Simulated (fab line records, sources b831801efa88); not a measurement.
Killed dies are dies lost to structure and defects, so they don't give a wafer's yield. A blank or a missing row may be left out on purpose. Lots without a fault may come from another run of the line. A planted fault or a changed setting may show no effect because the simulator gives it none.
One fault seen from 2 desks | flow gf180mcu | each desk has only its own numbers; what lay behind them comes last

THE TOOL OWNER'S DESK: pvd_sputter-01
The tool's own readings at GF_V5_SPUTTER_22 (material TiN, target thk 10 nm, time 40 s): means of the sampled wafers that have a number, for each lot that ran on this tool. A lot is out of limits, marked OUT, if its mean lies more than 4 standard deviations from the usual mean; the brackets give that distance.
Columns: A = throttle_valve_pct at GF_V5_SPUTTER_22, usual 29.9 %
lot  | first seen here | A
L463 | day 27 12:19    | 29.5
L478 | day 31 16:28    | 29.8
This desk's finding: nothing out of limits on any of the 2 lots.

THE METROLOGY DESK
What the gauges read, lot by lot, whatever tool the lot ran on: means of the sampled wafers that have a number. A lot is out of limits, marked OUT, if its mean lies more than 4 standard deviations from the usual mean; the brackets give that distance.
Columns: A = cd_nm at GF_V5_CD_MEAS_14, usual 259.9 nm; B = V5_OVL at GF_V5_OVL_MEAS_15, usual -2 nm
lot  | first seen here | A     | B
L463 | day 27 11:26    | 259.5 | -1
L470 | day 29 14:29    | 259.6 | -1
L478 | day 31 15:33    | 260.1 | -2
L482 | day 32 18:05    | 257.7 | 1
L484 | day 33 16:43    | 258.8 | -1
This desk's finding: nothing out of limits on any of the 5 lots.

PUT TOGETHER
The tool owner's desk saw nothing out of limits.
The metrology desk saw nothing out of limits.

WHAT THE SIMULATOR HAD PUT IN
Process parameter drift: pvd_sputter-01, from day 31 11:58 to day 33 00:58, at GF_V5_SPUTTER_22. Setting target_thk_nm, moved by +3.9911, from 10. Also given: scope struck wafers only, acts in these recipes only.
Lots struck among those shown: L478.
